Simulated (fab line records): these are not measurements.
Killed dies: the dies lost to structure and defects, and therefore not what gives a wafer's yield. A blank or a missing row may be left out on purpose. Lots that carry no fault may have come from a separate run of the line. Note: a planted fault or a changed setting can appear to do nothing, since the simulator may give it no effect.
A struck lot beside a sound one :: flow gf180mcu :: 14 out of 602 route steps
Sound: wafers L547.2, L547.4, L547.5. Struck: wafers L552.1, L552.2, L552.4. Last of all comes the cause.
Order at every step that has rows: each side's tool, ch and its chambers, its first start. Under that, the readings that differ: sound wafers :: struck wafers :: difference of the means :: sigmas: that difference in standard deviations of wafers without a fault.
alike: same words and numbers on both sides, and readings whose means sit less than 2 such deviations apart. not compared: any withheld reading, any reading some wafer has no value for, any bound like >300 that may hide the same value, and any number with overlapping values for which the record gives no deviation.
Wherever a step has rows on one side only, a row that says differs or no value, or a row with sigmas, the two part there. Non-overlapping numbers with no deviation appear without sigmas and do not part them. Lack of a reading on every wafer of one side parts them only where that side has two or more wafers.

first, 1 step without rows for these wafers: GF_V4_CVD_00 (deposits SiO2, target thk 600 nm, time 100 s).
GF_V4_THK_MEAS_01:
  sound: film_metro-02 at day 25 02:31; struck: film_metro-02 at day 26 22:32
reading: V4_CVD_00_THK (nm)
sound: 602 601 606
struck: 584 583 589
difference: -18
sigmas: -2
GF_V4_CVD_02: deposits SiO2 from TEOS, target thk 850 nm, time 94.851 s.
  sound on pecvd-01 ch 0,1,2, day 25 02:34; struck on pecvd-01 ch 0,1, day 26 22:35
  alike: heater_power_w
GF_V4_THK_MEAS_03:
  sound: film_metro-04 at day 25 02:39; struck: film_metro-01 at day 26 22:42
  alike: V4_CVD_02_THK
GF_V4_CMP_04: polishes SiO2.
  sound on cmp-02 ch 2,3, day 25 02:58; struck on cmp-01 ch 0,1,2, day 26 22:46
  alike: motor_current_A, time_to_endpoint_s
GF_V4_BOW_MEAS_05:
  sound: film_metro-02 at day 25 03:14; struck: film_metro-04 at day 26 23:04
  alike: V4_BOW
then, 6 steps without rows for these wafers: GF_V4_DEHYDRATE_06 (time 60 s); GF_V4_HMDS_07 (prime time 60 s); GF_V4_COAT_08; GF_V4_COAT_09 (resist thk 1000 nm); GF_V4_SOFTBAKE_10 (time 60 s); GF_V4_EXPOSE_11 (exposes mask Via4, target cd 260 nm).
GF_V4_PEB_12: peb time 90 s.
  sound on litho_track-04 ch 0, day 26 00:28; struck on litho_track-01, day 27 18:40
  no value came back on the struck wafers for chill_plate_temp_C (C), exhaust_pa (Pa), plate_temp_C (C); on the sound wafers chill_plate_temp_C (C) reads 22.91 22.93 22.76
then, 1 step without rows for these wafers: GF_V4_DEVELOP_13 (develop time 60 s).

WHERE THEY PART
First at GF_V4_THK_MEAS_01; last, within this record, at GF_V4_PEB_12.

WHY: what had been put in by the simulator
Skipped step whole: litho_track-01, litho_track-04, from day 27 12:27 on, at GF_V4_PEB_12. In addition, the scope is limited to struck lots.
